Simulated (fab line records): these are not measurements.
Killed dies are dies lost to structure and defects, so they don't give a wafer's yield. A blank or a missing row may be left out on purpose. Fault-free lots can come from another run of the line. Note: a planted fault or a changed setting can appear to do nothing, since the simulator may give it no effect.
A lot that was struck, set against a sound lot + flow sky130 + 37 out of 708 route steps
Sound: the wafers L177.1, L177.3, L177.6. Struck: wafer L195.2; the same lot's L195.4 was not struck, so it is left out; see the end for the cause.
For every step that has rows: the tool of each side, followed by ch and its chambers, followed by its first start. Under that, the readings that differ: sound wafers + struck wafers + difference of the means + sigmas: that difference in standard deviations of wafers without a fault.
alike: words and numbers the same on both sides, and readings whose means are apart by under 2 such deviations; not compared: readings that were withheld, readings missing a value for some wafer, numbers with overlapping values and no deviation given by the record, and bounds like >300 which may hide the same value.
Wherever a step has rows on one side only, a row that says differs or no value, or a row with sigmas, the two part there. Numbers that have no deviation but don't overlap get no sigmas and don't part them. A reading that every wafer of one side lacks parts them only if that side has two wafers or more.

first, 10 steps without rows for these wafers: SKY_VIA3_CLEAN_18 (cleans in IPA, time 180 s); SKY_VIA3_CLEAN_19 (cleans in O3/DIW); SKY_VIA3_SPUTTER_20 (material TiN, target thk 20 nm, time 80 s); SKY_VIA3_CVD_21 (deposits W, target thk 390 nm, time 117.31 s); SKY_VIA3_CMP_24 (polishes, stops on SiO2, t overpolish 20 s, target thk 0 nm); SKY_METAL4_SPUTTER_00 (material Ti, target thk 15 nm, time 10 s); SKY_METAL4_SPUTTER_01 (material TiN, target thk 20 nm, time 16.7 s); SKY_METAL4_SPUTTER_02 (material AlCu, target thk 735 nm, time 39.1 s); SKY_METAL4_SPUTTER_03 (material Ti, target thk 5 nm, time 3.3 s); SKY_METAL4_SPUTTER_04 (material TiN, target thk 70 nm, time 58.3 s).
SKY_CAP2M_CVD_00: deposits SiO2, target thk 15.5 nm.
  sound on pecvd-04 ch 0,1, day 39 11:41; struck on pecvd-04 ch 1, day 44 19:32
| reading                               | sound             | struck | difference | sigmas |
|---------------------------------------|-------------------|--------|------------|--------|
| model.SiO2_of_CAP2M_CVD_00.thkNm (nm) | 15.12 15.62 15.55 | 13.68  | -1.75      |        |
  alike: heaterPowerW, susceptorTempC
SKY_CAP2M_THK_MEAS_01:
  sound on filmMetro-01 at day 39 11:43; struck on filmMetro-01 at day 44 19:35
| reading               | sound             | struck | difference | sigmas |
|-----------------------|-------------------|--------|------------|--------|
| CAP2M_CVD_00_THK (nm) | 15.04 15.60 15.56 | 13.73  | -1.67      | -9     |
then, 23 steps without rows for these wafers: SKY_CAP2M_SPUTTER_02 (material TiN, target thk 200 nm, time 166.7 s); SKY_CAP2M_DEHYDRATE_05 (time 60 s); SKY_CAP2M_HMDS_06 (prime time 60 s); SKY_CAP2M_COAT_07 (resist thk 1140 nm); SKY_CAP2M_SOFTBAKE_08 (time 60 s); SKY_CAP2M_EXPOSE_09 (exposes mask CAP2M, target cd 1000 nm); SKY_CAP2M_PEB_10; SKY_CAP2M_DEVELOP_11 (develop time 60 s); SKY_CAP2M_METAL_ETCH_13 (etches TiN in Cl2/BCl3, stops on SiO2, target depth 220 nm, time 62.9 s); SKY_CAP2M_STRIP_14 (strips in O2/N2); SKY_CAP2M_STRIP_15 (strips in post etch residue remover, time 1200 s); SKY_CAP2M_CLEAN_16 (cleans in IPA, time 180 s); SKY_CAP2M_CLEAN_17 (cleans in O3/DIW); SKY_METAL4_DEHYDRATE_05 (time 60 s); SKY_METAL4_HMDS_06 (prime time 60 s); SKY_METAL4_COAT_07 (resist thk 60 nm); SKY_METAL4_COAT_08 (resist thk 1140 nm); SKY_METAL4_SOFTBAKE_09 (time 90 s); SKY_METAL4_EXPOSE_10 (exposes mask MM4, target cd 300 nm); SKY_METAL4_PEB_11; SKY_METAL4_DEVELOP_12 (develop time 60 s); SKY_METAL4_DESCUM_15 (chemistry O2, time 8 s); SKY_METAL4_ETCH_16 (etches BARC in N2/H2, stops on SiO2, time 88.2 s, target depth 60 nm).
SKY_METAL4_ETCH_17: etches SiO2 in C4F8/O2/Ar, stops on TiN, time 3.9 s, target depth 15 nm.
  sound on rieDiel-01 ch 0,1,3, day 41 14:03; struck on rieDiel-04 ch 2, day 46 15:06
| reading             | sound             | struck | difference | sigmas |
|---------------------|-------------------|--------|------------|--------|
| oesProductAu (a.u.) | 0.742 0.759 0.756 | 0.714  | -0.038     | -7     |
  not compared: rfHoursCounterH
-- the record jumps here: 3 days lie between the struck wafers' starts before and after (it left off in module METAL4 and takes up again in module PAD_OPEN, whose first step shown is number 708 of the route) --
SKY_PAD_OPEN_PROBE_99:
  sound on prober-02 at day 45 15:40; struck on prober-01 at day 49 23:07
| reading                           | sound                | struck | difference | sigmas |
|-----------------------------------|----------------------|--------|------------|--------|
| killedAtFrontEnd                  | 12 14 13             | 23     | +10        | +2     |
| model.etest.capMim2.bvV (V)       | 13.74 14.47 13.79    | 12.15  | -1.85      |        |
| model.etest.capMim2.leakLog10ACm2 | -9.147 -9.021 -8.787 | -8.311 | +0.674     |        |
| model.etest.capMim2.cFfUm2        | 2.389 2.322 2.337    | 2.648  | +0.299     |        |
  alike: defectLimitedYield, killed_at_M0_to_M3, killed_at_M4_up, killedAtContacts, killedAtOther, killedDies, killedOnRim, killedOpen, killedShort, sort_bin_3_pad_short, sort_bin_5_function, sort_bin_6_memory, sortNPass, sortYieldPct

WHERE THEY PART
At SKY_CAP2M_THK_MEAS_01 first; at SKY_PAD_OPEN_PROBE_99 last (within this record only).

WHY: whatever the simulator had introduced
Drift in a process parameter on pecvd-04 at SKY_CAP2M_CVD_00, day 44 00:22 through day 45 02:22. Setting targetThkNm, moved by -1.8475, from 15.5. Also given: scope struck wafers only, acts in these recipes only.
